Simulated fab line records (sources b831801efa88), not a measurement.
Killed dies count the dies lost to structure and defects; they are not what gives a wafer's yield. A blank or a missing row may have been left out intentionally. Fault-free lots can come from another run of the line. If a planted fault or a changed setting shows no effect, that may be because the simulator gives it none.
Code-filled problem report in 8D (eight disciplines) form / flow sky130 / the parts of the form that need people (team, actions taken, sign-off) are left out

## 1. THE ISSUE
sort_bin_3_pad_short at SKY_PAD_OPEN_PROBE_99 reads a mean of 4.6 % on 6 wafers of 2 lots; wafers without a fault read 0.9 % with a standard deviation of 0.45. That is +8.1 standard deviations from the usual mean.
First seen on wafer L680.2, day 47 20:13, on prober-01. The record holds 9 wafers of 3 lots with a number at this step. Rule for "out" (also "out of limits"): further than 4 standard deviations from the usual mean. The rest of the wafers with a number are treated as sound.

## 2. WHAT IT IS; WHAT IT IS NOT
question=which readings at this step | is=sort_bin_3_pad_short, killed_at_M0_to_M3, sort_bin_5_function | is not=killed_at_M4_up, killed-at-front-end, killed-at-other, killed-open, sort_bin_6_memory
question=which lots | is=L680, L681 | is not=L683
question=which wafers of those lots | is=all that have a number | is not=-
question=read on which tools | is=prober-01 | is not=-
question=when | is=from day 47 20:13 | is not=up to then (0 sound wafers); but 3 sound wafers of L683 came after

## 3. SUSPECTS, AND WHAT RULES EACH OUT
Counting: a tool at a process step up to the reading stays a suspect if it ran every lot that is out and no sound lot after the first of them.
- wet-bench-02 at SKY_METAL3_STRIP_20 (strips in post etch residue remover, time 1200 s): kept. It ran every lot that is out, first L680 (day 41 02:55), and no sound lot after that.
- pvd-sputter-04 at SKY_CAP2M_SPUTTER_02 (material TiN, target thk 200 nm, time 166.7 s): ruled out as a lasting fault. Following L680 (day 42 05:19), the first lot on it that is out, the sound lots L683 were run on it.
- prober-01 at SKY_PAD_OPEN_PROBE_99: ruled out as a lasting fault. Following L680 (day 47 20:13), the first lot on it that is out, the sound lots L683 were run on it.
Left after counting: wet-bench-02 at SKY_METAL3_STRIP_20.

## 4. THE CAUSE (what the simulator had put in)
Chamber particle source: wet-bench-02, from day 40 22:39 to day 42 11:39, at SKY_METAL3_STRIP_20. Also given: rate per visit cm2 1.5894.
This tool alone remained once counting was done.

## 5. THE EFFECT CHAIN, in route order
One row per reading whose mean, taken over the struck wafers that have a number, lies over 3 standard deviations from the usual. Readings are gone through only where the record gives a usual standard deviation; hours: the median, over the lots, of the time from a lot's start at the first step in this table giving one to that lot's start at this step; sigmas: the change measured in usual standard deviations.
hours=0; step=SKY_PAD_OPEN_PROBE_99; reading=defect-limited-yield; usual=82.6 %; on struck wafers=71.6; change=-11.0; sigmas=-5.5
hours=0; step=SKY_PAD_OPEN_PROBE_99; reading=killed_at_M0_to_M3; usual=43; on struck wafers=103; change=+60; sigmas=+8.2
hours=0; step=SKY_PAD_OPEN_PROBE_99; reading=killed-dies; usual=86; on struck wafers=140; change=+54; sigmas=+5.5
hours=0; step=SKY_PAD_OPEN_PROBE_99; reading=sort_bin_3_pad_short; usual=0.9 %; on struck wafers=4.6; change=+3.7; sigmas=+8.1
hours=0; step=SKY_PAD_OPEN_PROBE_99; reading=sort_bin_5_function; usual=10.4 %; on struck wafers=17.6; change=+7.2; sigmas=+5.2
hours=0; step=SKY_PAD_OPEN_PROBE_99; reading=sort-n-pass; usual=406; on struck wafers=352; change=-54; sigmas=-5.5
hours=0; step=SKY_PAD_OPEN_PROBE_99; reading=sort-yield-pct; usual=82.6 %; on struck wafers=71.6; change=-11.0; sigmas=-5.5
The process steps in it:
- SKY_PAD_OPEN_PROBE_99

## 6. HOW IT WOULD HAVE BEEN CAUGHT EARLIER
First out-of-limits reading in this record: day 47 20:13, which is 166 hours after fault onset at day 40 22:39.
By day 47 20:13, every lot that is out (2) had started SKY_METAL3_STRIP_20 on wet-bench-02. Had the tool been put on hold then, not one of them would have been saved.
